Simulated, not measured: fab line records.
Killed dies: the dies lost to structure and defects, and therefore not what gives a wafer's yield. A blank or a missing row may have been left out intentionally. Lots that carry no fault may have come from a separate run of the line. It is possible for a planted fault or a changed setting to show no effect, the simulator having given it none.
What tool caused it? || flow sky130 || 36 wafers from 12 lots sampled at 4 of the route's 708 steps

WHAT THE GAUGES SHOWED, per wafer
Not one reading of a measure or inspect step in the record can be checked against a usual standard deviation.

WHAT TOOL EACH LOT RAN ON (gives the tool, then ch and the chambers of the sampled wafers, and finally the start)
{"lot": "L546", "SKY_METAL3_METAL_ETCH_18": "rie-metal-01 ch 0,1, day 38 21:07", "SKY_VIA3_ETCH_15": "rie-diel-03 ch 1,3, day 39 23:38", "SKY_METAL4_SPUTTER_02": "pvd-sputter-02, day 40 01:00", "SKY_PAD_OPEN_PROBE_99": "prober-02, day 45 23:25"}
{"lot": "L547", "SKY_METAL3_METAL_ETCH_18": "rie-metal-04 ch 0,1, day 39 07:28", "SKY_VIA3_ETCH_15": "rie-diel-04 ch 1,2, day 40 09:10", "SKY_METAL4_SPUTTER_02": "pvd-sputter-02, day 40 10:34", "SKY_PAD_OPEN_PROBE_99": "prober-01, day 46 09:41"}
{"lot": "L551", "SKY_METAL3_METAL_ETCH_18": "rie-metal-01 ch 0,1, day 40 12:46", "SKY_VIA3_ETCH_15": "rie-diel-02 ch 0,2,3, day 41 13:53", "SKY_METAL4_SPUTTER_02": "pvd-sputter-04, day 41 15:17", "SKY_PAD_OPEN_PROBE_99": "prober-01, day 47 08:50"}
{"lot": "L552", "SKY_METAL3_METAL_ETCH_18": "rie-metal-04 ch 0,1, day 41 01:58", "SKY_VIA3_ETCH_15": "rie-diel-02 ch 1,2, day 42 03:40", "SKY_METAL4_SPUTTER_02": "pvd-sputter-02, day 42 05:08", "SKY_PAD_OPEN_PROBE_99": "prober-01, day 47 22:46"}
{"lot": "L554", "SKY_METAL3_METAL_ETCH_18": "rie-metal-04 ch 0,1, day 41 06:59", "SKY_VIA3_ETCH_15": "rie-diel-02 ch 1,2,3, day 42 08:32", "SKY_METAL4_SPUTTER_02": "pvd-sputter-01, day 42 09:56", "SKY_PAD_OPEN_PROBE_99": "prober-02, day 48 01:08"}
{"lot": "L557", "SKY_METAL3_METAL_ETCH_18": "rie-metal-01 ch 0,1, day 42 09:41", "SKY_VIA3_ETCH_15": "rie-diel-04 ch 1,2, day 43 10:10", "SKY_METAL4_SPUTTER_02": "pvd-sputter-02, day 43 11:32", "SKY_PAD_OPEN_PROBE_99": "prober-01, day 48 22:30"}
{"lot": "L562", "SKY_METAL3_METAL_ETCH_18": "rie-metal-01 ch 0,1, day 43 14:23", "SKY_VIA3_ETCH_15": "rie-diel-02 ch 0,1,2, day 44 14:43", "SKY_METAL4_SPUTTER_02": "pvd-sputter-01, day 44 16:07", "SKY_PAD_OPEN_PROBE_99": "prober-02, day 49 21:15"}
{"lot": "L563", "SKY_METAL3_METAL_ETCH_18": "rie-metal-04 ch 0,1, day 43 21:05", "SKY_VIA3_ETCH_15": "rie-diel-02 ch 0,1,3, day 44 20:37", "SKY_METAL4_SPUTTER_02": "pvd-sputter-04, day 44 22:00", "SKY_PAD_OPEN_PROBE_99": "prober-01, day 50 01:44"}
{"lot": "L564", "SKY_METAL3_METAL_ETCH_18": "rie-metal-04 ch 0,1, day 44 02:37", "SKY_VIA3_ETCH_15": "rie-diel-02 ch 0,2,3, day 45 02:25", "SKY_METAL4_SPUTTER_02": "pvd-sputter-02, day 45 03:50", "SKY_PAD_OPEN_PROBE_99": "prober-02, day 50 06:12"}
{"lot": "L566", "SKY_METAL3_METAL_ETCH_18": "rie-metal-01 ch 0,1, day 44 11:04", "SKY_VIA3_ETCH_15": "rie-diel-04 ch 0,2,3, day 45 10:08", "SKY_METAL4_SPUTTER_02": "pvd-sputter-04, day 45 11:32", "SKY_PAD_OPEN_PROBE_99": "prober-02, day 50 12:31"}
{"lot": "L567", "SKY_METAL3_METAL_ETCH_18": "rie-metal-01 ch 0, day 44 17:55", "SKY_VIA3_ETCH_15": "rie-diel-02 ch 1,2, day 45 16:43", "SKY_METAL4_SPUTTER_02": "pvd-sputter-04, day 45 18:07", "SKY_PAD_OPEN_PROBE_99": "prober-01, day 50 18:16"}
{"lot": "L568", "SKY_METAL3_METAL_ETCH_18": "rie-metal-03 ch 0,1, day 45 00:47", "SKY_VIA3_ETCH_15": "rie-diel-03 ch 1,3, day 45 23:10", "SKY_METAL4_SPUTTER_02": "pvd-sputter-01, day 46 00:32", "SKY_PAD_OPEN_PROBE_99": "prober-02, day 50 21:31"}
- SKY_METAL3_METAL_ETCH_18: etches the open film in Cl2/BCl3, stops on SiO2, target depth 845 nm, time 183.1 s.
- SKY_VIA3_ETCH_15: etches SiO2 in C4F8/O2/Ar, stops on TiN, target depth 507 nm, time 78 s.
- SKY_METAL4_SPUTTER_02: material AlCu, target thk 735 nm, time 39.1 s.
- SKY_PAD_OPEN_PROBE_99

WHAT THE TOOLS THEMSELVES READ (means of the sampled wafers that have a number; where no wafer has one, the mark that the record gives instead)
SKY_METAL3_METAL_ETCH_18.
{"lot": "L546", "tool": "rie-metal-01", "drypump-motor-current-A (A)": 6.4, "oes-product-au (a.u.)": 0.859, "throttle-valve-pct (%)": 22.271}
{"lot": "L547", "tool": "rie-metal-04", "drypump-motor-current-A (A)": 5.8, "oes-product-au (a.u.)": 0.862, "throttle-valve-pct (%)": 22.265}
{"lot": "L551", "tool": "rie-metal-01", "drypump-motor-current-A (A)": 6.3, "oes-product-au (a.u.)": 0.873, "throttle-valve-pct (%)": 22.255}
{"lot": "L552", "tool": "rie-metal-04", "drypump-motor-current-A (A)": 6.1, "oes-product-au (a.u.)": 0.861, "throttle-valve-pct (%)": 22.258}
{"lot": "L554", "tool": "rie-metal-04", "drypump-motor-current-A (A)": 5.8, "oes-product-au (a.u.)": 0.869, "throttle-valve-pct (%)": 22.270}
{"lot": "L557", "tool": "rie-metal-01", "drypump-motor-current-A (A)": 6.3, "oes-product-au (a.u.)": 0.866, "throttle-valve-pct (%)": 22.269}
{"lot": "L562", "tool": "rie-metal-01", "drypump-motor-current-A (A)": 6.4, "oes-product-au (a.u.)": 0.856, "throttle-valve-pct (%)": 22.259}
{"lot": "L563", "tool": "rie-metal-04", "drypump-motor-current-A (A)": 5.8, "oes-product-au (a.u.)": 0.868, "throttle-valve-pct (%)": 22.263}
{"lot": "L564", "tool": "rie-metal-04", "drypump-motor-current-A (A)": 5.8, "oes-product-au (a.u.)": 0.873, "throttle-valve-pct (%)": 22.259}
{"lot": "L566", "tool": "rie-metal-01", "drypump-motor-current-A (A)": 6.4, "oes-product-au (a.u.)": 0.863, "throttle-valve-pct (%)": 22.267}
{"lot": "L567", "tool": "rie-metal-01", "drypump-motor-current-A (A)": 6.1, "oes-product-au (a.u.)": 0.865, "throttle-valve-pct (%)": 22.261}
{"lot": "L568", "tool": "rie-metal-03", "drypump-motor-current-A (A)": 6.0, "oes-product-au (a.u.)": 0.859, "throttle-valve-pct (%)": 22.272}

SKY_VIA3_ETCH_15.
{"lot": "L546", "tool": "rie-diel-03", "oes-product-au (a.u.)": 0.946}
{"lot": "L547", "tool": "rie-diel-04", "oes-product-au (a.u.)": 0.948}
{"lot": "L551", "tool": "rie-diel-02", "oes-product-au (a.u.)": 0.948}
{"lot": "L552", "tool": "rie-diel-02", "oes-product-au (a.u.)": 0.943}
{"lot": "L554", "tool": "rie-diel-02", "oes-product-au (a.u.)": 0.945}
{"lot": "L557", "tool": "rie-diel-04", "oes-product-au (a.u.)": 0.948}
{"lot": "L562", "tool": "rie-diel-02", "oes-product-au (a.u.)": 0.943}
{"lot": "L563", "tool": "rie-diel-02", "oes-product-au (a.u.)": 0.948}
{"lot": "L564", "tool": "rie-diel-02", "oes-product-au (a.u.)": 0.944}
{"lot": "L566", "tool": "rie-diel-04", "oes-product-au (a.u.)": 0.941}
{"lot": "L567", "tool": "rie-diel-02", "oes-product-au (a.u.)": 0.946}
{"lot": "L568", "tool": "rie-diel-03", "oes-product-au (a.u.)": 0.948}

SKY_METAL4_SPUTTER_02.
{"lot": "L546", "tool": "pvd-sputter-02", "cathode-dc-power-W (W)": 10599, "chamber-pressure-pa (Pa)": 0.4001, "throttle-valve-pct (%)": 29.5}
{"lot": "L547", "tool": "pvd-sputter-02", "cathode-dc-power-W (W)": 10602, "chamber-pressure-pa (Pa)": 0.4005, "throttle-valve-pct (%)": 28.7}
{"lot": "L551", "tool": "pvd-sputter-04", "cathode-dc-power-W (W)": 10600, "chamber-pressure-pa (Pa)": 0.3996, "throttle-valve-pct (%)": 29.1}
{"lot": "L552", "tool": "pvd-sputter-02", "cathode-dc-power-W (W)": 10599, "chamber-pressure-pa (Pa)": 0.3994, "throttle-valve-pct (%)": 28.7}
{"lot": "L554", "tool": "pvd-sputter-01", "cathode-dc-power-W (W)": 10599, "chamber-pressure-pa (Pa)": 0.3991, "throttle-valve-pct (%)": 31.0}
{"lot": "L557", "tool": "pvd-sputter-02", "cathode-dc-power-W (W)": 10602, "chamber-pressure-pa (Pa)": 0.4002, "throttle-valve-pct (%)": 28.9}
{"lot": "L562", "tool": "pvd-sputter-01", "cathode-dc-power-W (W)": "-", "chamber-pressure-pa (Pa)": "-", "throttle-valve-pct (%)": "-"}
{"lot": "L563", "tool": "pvd-sputter-04", "cathode-dc-power-W (W)": "-", "chamber-pressure-pa (Pa)": "-", "throttle-valve-pct (%)": "-"}
{"lot": "L564", "tool": "pvd-sputter-02", "cathode-dc-power-W (W)": "-", "chamber-pressure-pa (Pa)": "-", "throttle-valve-pct (%)": "-"}
{"lot": "L566", "tool": "pvd-sputter-04", "cathode-dc-power-W (W)": 10600, "chamber-pressure-pa (Pa)": 0.4004, "throttle-valve-pct (%)": 29.5}
{"lot": "L567", "tool": "pvd-sputter-04", "cathode-dc-power-W (W)": 10598, "chamber-pressure-pa (Pa)": 0.4000, "throttle-valve-pct (%)": 29.3}
{"lot": "L568", "tool": "pvd-sputter-01", "cathode-dc-power-W (W)": 10600, "chamber-pressure-pa (Pa)": 0.3997, "throttle-valve-pct (%)": 30.9}

SKY_PAD_OPEN_PROBE_99.
{"lot": "L546", "tool": "prober-02", "defect-limited-yield (%)": 81.2, "killed_at_M0_to_M3": 52, "killed_at_M4_up": 3.0, "killed-at-contacts": 21, "killed-at-front-end": 16, "killed-at-other": 0.7, "killed-dies": 92, "killed-on-rim": 16, "killed-open": 53, "killed-short": 38, "sort_bin_3_pad_short (%)": 1.1, "sort_bin_5_function (%)": 10.9, "sort_bin_6_memory (%)": 6.7, "sort-n-pass": 400, "sort-yield-pct (%)": 81.2}
{"lot": "L547", "tool": "prober-01", "defect-limited-yield (%)": 83.6, "killed_at_M0_to_M3": 42, "killed_at_M4_up": 2.7, "killed-at-contacts": 26, "killed-at-front-end": 10, "killed-at-other": 0.0, "killed-dies": 81, "killed-on-rim": 17, "killed-open": 43, "killed-short": 37, "sort_bin_3_pad_short (%)": 0.5, "sort_bin_5_function (%)": 9.7, "sort_bin_6_memory (%)": 6.2, "sort-n-pass": 411, "sort-yield-pct (%)": 83.6}
{"lot": "L551", "tool": "prober-01", "defect-limited-yield (%)": 83.4, "killed_at_M0_to_M3": 40, "killed_at_M4_up": 2.3, "killed-at-contacts": 22, "killed-at-front-end": 18, "killed-at-other": 0.7, "killed-dies": 82, "killed-on-rim": 14, "killed-open": 42, "killed-short": 39, "sort_bin_3_pad_short (%)": 1.4, "sort_bin_5_function (%)": 9.8, "sort_bin_6_memory (%)": 5.4, "sort-n-pass": 410, "sort-yield-pct (%)": 83.4}
{"lot": "L552", "tool": "prober-01", "defect-limited-yield (%)": 82.8, "killed_at_M0_to_M3": 43, "killed_at_M4_up": 3.3, "killed-at-contacts": 21, "killed-at-front-end": 17, "killed-at-other": 0.0, "killed-dies": 84, "killed-on-rim": 16, "killed-open": 51, "killed-short": 33, "sort_bin_3_pad_short (%)": 0.3, "sort_bin_5_function (%)": 9.3, "sort_bin_6_memory (%)": 7.5, "sort-n-pass": 408, "sort-yield-pct (%)": 82.8}
{"lot": "L554", "tool": "prober-02", "defect-limited-yield (%)": 83.5, "killed_at_M0_to_M3": 46, "killed_at_M4_up": 3.3, "killed-at-contacts": 19, "killed-at-front-end": 12, "killed-at-other": 0.3, "killed-dies": 81, "killed-on-rim": 18, "killed-open": 45, "killed-short": 37, "sort_bin_3_pad_short (%)": 0.9, "sort_bin_5_function (%)": 10.1, "sort_bin_6_memory (%)": 5.6, "sort-n-pass": 411, "sort-yield-pct (%)": 83.5}
{"lot": "L557", "tool": "prober-01", "defect-limited-yield (%)": 84.6, "killed_at_M0_to_M3": 38, "killed_at_M4_up": 3.3, "killed-at-contacts": 23, "killed-at-front-end": 12, "killed-at-other": 0.3, "killed-dies": 76, "killed-on-rim": 17, "killed-open": 43, "killed-short": 33, "sort_bin_3_pad_short (%)": 0.9, "sort_bin_5_function (%)": 9.6, "sort_bin_6_memory (%)": 4.9, "sort-n-pass": 416, "sort-yield-pct (%)": 84.6}
{"lot": "L562", "tool": "prober-02", "defect-limited-yield (%)": 0.0, "killed_at_M0_to_M3": 51, "killed_at_M4_up": 408.0, "killed-at-contacts": 21, "killed-at-front-end": 12, "killed-at-other": 0.3, "killed-dies": 492, "killed-on-rim": 96, "killed-open": 45, "killed-short": 41, "sort_bin_3_pad_short (%)": 1.0, "sort_bin_5_function (%)": 92.4, "sort_bin_6_memory (%)": 6.6, "sort-n-pass": 0, "sort-yield-pct (%)": 0.0}
{"lot": "L563", "tool": "prober-01", "defect-limited-yield (%)": 0.0, "killed_at_M0_to_M3": 34, "killed_at_M4_up": 418.0, "killed-at-contacts": 26, "killed-at-front-end": 14, "killed-at-other": 0.0, "killed-dies": 492, "killed-on-rim": 96, "killed-open": 43, "killed-short": 35, "sort_bin_3_pad_short (%)": 0.7, "sort_bin_5_function (%)": 93.1, "sort_bin_6_memory (%)": 6.2, "sort-n-pass": 0, "sort-yield-pct (%)": 0.0}
{"lot": "L564", "tool": "prober-02", "defect-limited-yield (%)": 0.0, "killed_at_M0_to_M3": 46, "killed_at_M4_up": 390.7, "killed-at-contacts": 34, "killed-at-front-end": 20, "killed-at-other": 0.7, "killed-dies": 492, "killed-on-rim": 96, "killed-open": 55, "killed-short": 48, "sort_bin_3_pad_short (%)": 0.9, "sort_bin_5_function (%)": 90.8, "sort_bin_6_memory (%)": 8.3, "sort-n-pass": 0, "sort-yield-pct (%)": 0.0}
{"lot": "L566", "tool": "prober-02", "defect-limited-yield (%)": 80.2, "killed_at_M0_to_M3": 44, "killed_at_M4_up": 4.0, "killed-at-contacts": 24, "killed-at-front-end": 24, "killed-at-other": 1.0, "killed-dies": 98, "killed-on-rim": 19, "killed-open": 54, "killed-short": 43, "sort_bin_3_pad_short (%)": 1.0, "sort_bin_5_function (%)": 11.4, "sort_bin_6_memory (%)": 7.4, "sort-n-pass": 394, "sort-yield-pct (%)": 80.2}
{"lot": "L567", "tool": "prober-01", "defect-limited-yield (%)": 83.4, "killed_at_M0_to_M3": 41, "killed_at_M4_up": 2.7, "killed-at-contacts": 25, "killed-at-front-end": 13, "killed-at-other": 0.0, "killed-dies": 81, "killed-on-rim": 19, "killed-open": 47, "killed-short": 34, "sort_bin_3_pad_short (%)": 0.5, "sort_bin_5_function (%)": 10.9, "sort_bin_6_memory (%)": 5.1, "sort-n-pass": 411, "sort-yield-pct (%)": 83.4}
{"lot": "L568", "tool": "prober-02", "defect-limited-yield (%)": 81.5, "killed_at_M0_to_M3": 42, "killed_at_M4_up": 3.0, "killed-at-contacts": 29, "killed-at-front-end": 16, "killed-at-other": 0.7, "killed-dies": 91, "killed-on-rim": 17, "killed-open": 50, "killed-short": 41, "sort_bin_3_pad_short (%)": 0.7, "sort_bin_5_function (%)": 10.7, "sort_bin_6_memory (%)": 7.0, "sort-n-pass": 401, "sort-yield-pct (%)": 81.5}

THE ANSWER, worked out from the rows above alone
Rule: the lots themselves supply what counts as usual. The widest of any qualifying gaps counts: lots, ordered by their means at a reading, are off when they make up no more than a third of the lots, leave a main group of 4 or more, and stand apart from it by 3 or more times the standard deviation of that group's means. Not used: any main group whose means are identical at the precision the tables above print for the reading. Also off: a lot with no number at a reading for which 4 or more lots have one. All remaining lots with rows at the step are treated as sound. Order of review: gauges by route order, followed by the tools' own readings, for which a lot's mean as printed above is used. The first step at which some lot is off is used, and at that step the reading that is off furthest; a lot without a number counts as furthest.
Off at SKY_METAL4_SPUTTER_02 (cathode-dc-power-W): L562, L563, L564. Without a number there: L562, L563, L564. The main group has a mean of 10600 W with a standard deviation of 1.3.
A tool fits if, at that step or a process step before it, it ran every lot that is off, and no sound lot after the first of them. No candidate that was tried fits.

WHAT THE SIMULATOR PUT IN
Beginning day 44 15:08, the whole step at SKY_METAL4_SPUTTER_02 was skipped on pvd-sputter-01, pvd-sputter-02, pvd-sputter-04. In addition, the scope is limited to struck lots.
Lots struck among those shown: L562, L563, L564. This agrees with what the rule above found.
